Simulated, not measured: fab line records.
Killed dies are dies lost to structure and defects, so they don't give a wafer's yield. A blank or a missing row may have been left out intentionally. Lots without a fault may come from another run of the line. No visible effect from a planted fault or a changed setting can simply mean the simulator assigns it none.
The tool behind it: which one? ; flow sky130 ; Sampling: 24 lots, 72 wafers, 4 of 708 route steps

WHAT THE GAUGES SHOWED, per wafer
SKY_LDD_LDN_OVL_MEAS_07.
lot;measured;on;LDD_LDN_OVL (nm)
L075;day 24 18:43;overlay-02;3.2 -1.0 1.1
L078;day 24 19:18;overlay-02;-0.7 -0.2 -1.6
L076;day 24 23:36;overlay-02;0.3 1.5 1.6
L074;day 25 00:56;overlay-01;0.3 1.9 1.4
L077;day 25 06:39;overlay-01;-4.0 -1.8 -0.8
L080;day 25 14:18;overlay-02;0.0 0.3 1.5
L079;day 25 15:25;overlay-02;0.4 0.4 1.4
L081;day 25 19:34;overlay-02;2.4 1.0 2.9
L082;day 26 07:21;overlay-01;0.2 1.8 1.7
L083;day 26 18:25;overlay-01;-2.9 -0.3 0.3
L084;day 27 01:35;overlay-01;1.0 -0.6 1.9
L085;day 27 06:08;overlay-01;0.5 -1.1 1.8
L086;day 27 13:29;overlay-01;-0.9 -1.1 -1.1
L087;day 27 20:45;overlay-02;1.3 1.5 2.1
L088;day 28 02:51;overlay-02;0.2 1.8 2.0
L089;day 28 12:26;overlay-02;0.3 1.5 1.4
L090;day 28 22:27;overlay-01;-2.7 -2.1 -0.8
L091;day 29 06:26;overlay-01;0.3 -0.3 0.0
L092;day 29 13:59;overlay-02;-0.4 -0.5 1.1
L093;day 29 21:17;overlay-01;-2.6 1.0 0.3
L094;day 30 10:39;overlay-01;-0.4 1.1 0.5
L095;day 30 13:55;overlay-02;0.2 0.3 0.2
L096;day 30 18:32;overlay-01;-1.0 -0.5 -0.7
L097;day 31 00:15;overlay-02;1.8 2.7 2.6

SKY_SD_N_RS_MEAS_18: measurement is done with a four-point probe.
lot;measured;on;RES_XHIGH_RS (ohm/sq)
L075;day 29 16:55;film_metro-02;340.7 341.6 340.6
L078;day 29 17:49;film_metro-01;341.9 343.0 341.2
L076;day 29 22:40;film_metro-02;342.2 343.0 340.7
L074;day 29 23:05;film_metro-04;341.0 341.6 339.4
L077;day 30 03:43;film_metro-01;340.5 340.0 339.3
L080;day 30 12:22;film_metro-02;340.3 340.7 339.7
L079;day 30 12:50;film_metro-01;340.4 340.6 340.8
L081;day 30 16:50;film_metro-04;341.7 340.7 340.6
L082;day 31 03:19;film_metro-01;340.4 340.5 339.7
L083;day 31 15:04;film_metro-04;339.0 337.8 340.0
L084;day 31 22:26;film_metro-04;342.3 341.7 341.6
L085;day 31 23:38;film_metro-01;341.8 341.5 340.9
L086;day 32 09:58;film_metro-02;341.5 341.2 341.7
L087;day 32 16:13;film_metro-01;341.4 341.0 340.9
L088;day 32 20:32;film_metro-04;339.9 339.3 339.8
L089;day 33 06:43;film_metro-04;339.8 337.9 339.3
L090;day 33 16:55;film_metro-02;339.5 340.7 339.3
L091;day 33 21:01;film_metro-01;338.8 338.2 339.0
L092;day 34 05:20;film_metro-01;340.7 340.6 341.2
L093;day 34 12:28;film_metro-02;342.3 342.4 341.9
L094;day 35 01:02;film_metro-02;340.0 340.1 341.6
L095;day 35 06:44;film_metro-01;341.4 340.6 340.2
L096;day 35 08:22;film_metro-04;341.3 342.2 342.5
L097;day 35 16:55;film_metro-02;340.3 342.6 341.5

SKY_LI_CONTACT_RS_MEAS_22: measurement is done with a four-point probe.
lot;measured;on;LI_CONTACT_W_RS (ohm/sq)
L075;day 30 22:59;film_metro-01;0.286 0.282 0.289
L078;day 31 00:00;film_metro-04;0.288 0.293 0.290
L076;day 31 04:45;film_metro-04;0.277 0.279 0.279
L074;day 31 05:22;film_metro-01;0.275 0.284 0.282
L077;day 31 09:11;film_metro-04;0.286 0.282 0.280
L080;day 31 17:35;film_metro-01;0.291 0.290 0.292
L079;day 31 17:59;film_metro-02;0.291 0.285 0.289
L081;day 31 22:16;film_metro-01;0.290 0.289 0.286
L082;day 32 07:19;film_metro-01;0.292 0.292 0.285
L083;day 32 18:54;film_metro-01;0.288 0.290 0.290
L084;day 33 02:29;film_metro-04;0.283 0.287 0.284
L085;day 33 04:04;film_metro-04;0.289 0.285 0.287
L086;day 33 14:31;film_metro-02;0.291 0.291 0.292
L087;day 33 19:19;film_metro-01;0.287 0.289 0.288
L088;day 34 00:27;film_metro-01;0.292 0.293 0.292
L089;day 34 10:43;film_metro-02;0.282 0.283 0.278
L090;day 34 20:37;film_metro-04;0.299 0.288 0.290
L091;day 35 01:16;film_metro-01;0.292 0.290 0.292
L092;day 35 09:43;film_metro-04;0.292 0.290 0.294
L093;day 35 16:39;film_metro-01;0.286 0.289 0.288
L094;day 36 04:34;film_metro-02;0.278 0.280 0.285
L095;day 36 10:04;film_metro-04;0.277 0.281 0.277
L096;day 36 11:45;film_metro-01;0.284 0.284 0.285
L097;day 36 20:52;film_metro-02;0.278 0.286 0.282

EACH LOT AND THE TOOL THAT RAN IT (in order: tool; ch and the chambers of the sampled wafers; start)
lot;SKY_LI_CONTACT_ETCH_15
L075;rie_diel-03 ch 0,1,3, day 30 22:17
L078;rie_diel-02 ch 1,2,3, day 30 23:22
L076;rie_diel-03 ch 0,3, day 31 04:05
L074;rie_diel-04 ch 1,2,3, day 31 04:42
L077;rie_diel-02 ch 0,2,3, day 31 08:30
L080;rie_diel-03 ch 0,3, day 31 16:51
L079;rie_diel-04 ch 0,1,2, day 31 17:20
L081;rie_diel-03 ch 0,1, day 31 21:32
L082;rie_diel-03 ch 0,1,2, day 32 06:35
L083;rie_diel-03 ch 2,3, day 32 18:12
L084;rie_diel-03 ch 0,1,3, day 33 01:49
L085;rie_diel-02 ch 0,2,3, day 33 03:15
L086;rie_diel-02 ch 0,1, day 33 13:52
L087;rie_diel-03 ch 0,1,2, day 33 18:38
L088;rie_diel-02 ch 0,2, day 33 23:47
L089;rie_diel-02 ch 0,1,2, day 34 10:05
L090;rie_diel-03 ch 0,3, day 34 19:56
L091;rie_diel-03 ch 0,2,3, day 35 00:36
L092;rie_diel-03 ch 1,2,3, day 35 09:03
L093;rie_diel-03 ch 1,2,3, day 35 15:53
L094;rie_diel-04 ch 0,2,3, day 36 03:54
L095;rie_diel-04 ch 0,2,3, day 36 09:20
L096;rie_diel-04 ch 0,1,2, day 36 11:06
L097;rie_diel-02 ch 1,2,3, day 36 20:11
- SKY_LI_CONTACT_ETCH_15: etches PSG in C4F8/O2/Ar, stops on Si, target depth 600 nm.

AS READ BY THE TOOLS THEMSELVES (means over the sampled wafers that have a number; for cases with no such wafer, the mark the record gives instead)
SKY_LI_CONTACT_ETCH_15.
lot;tool;oes_product_au (a.u.);rf_fwd_power_W (W)
L075;rie_diel-03;0.847;1491
L078;rie_diel-02;0.843;1489
L076;rie_diel-03;0.848;1495
L074;rie_diel-04;0.845;1490
L077;rie_diel-02;0.850;1491
L080;rie_diel-03;0.844;1494
L079;rie_diel-04;0.845;1492
L081;rie_diel-03;0.850;1495
L082;rie_diel-03;0.848;1491
L083;rie_diel-03;0.851;1497
L084;rie_diel-03;0.847;1488
L085;rie_diel-02;0.847;1491
L086;rie_diel-02;0.848;1486
L087;rie_diel-03;0.849;1494
L088;rie_diel-02;0.848;1500
L089;rie_diel-02;0.845;1490
L090;rie_diel-03;0.843;1492
L091;rie_diel-03;0.841;1490
L092;rie_diel-03;0.845;1492
L093;rie_diel-03;0.840;1493
L094;rie_diel-04;0.843;1489
L095;rie_diel-04;0.846;1493
L096;rie_diel-04;0.844;1492
L097;rie_diel-02;0.844;1488

THE ANSWER, worked out from the rows above alone
Rule: what is usual is taken from the lots themselves. Put in order of their means at a reading, lots are off if they are a third of the lots or fewer, leave a main group of 4 or more, and stand apart from it by a gap of 3 or more times the standard deviation of the main group's means; of several such gaps the widest counts. Not used: any main group whose means are identical at the precision the tables above print for the reading. Also off: a lot with no number at a reading for which 4 or more lots have one. All remaining lots with rows at the step are treated as sound. The gauges are gone through in route order, then the tools' own readings, and for those a lot's mean is taken as printed above. At the first step where some lot is off, the reading lying furthest off is the one used; lots without a number count as furthest.
None of the lots is off at any reading shown; this tells nothing.

WHAT THE SIMULATOR PUT IN
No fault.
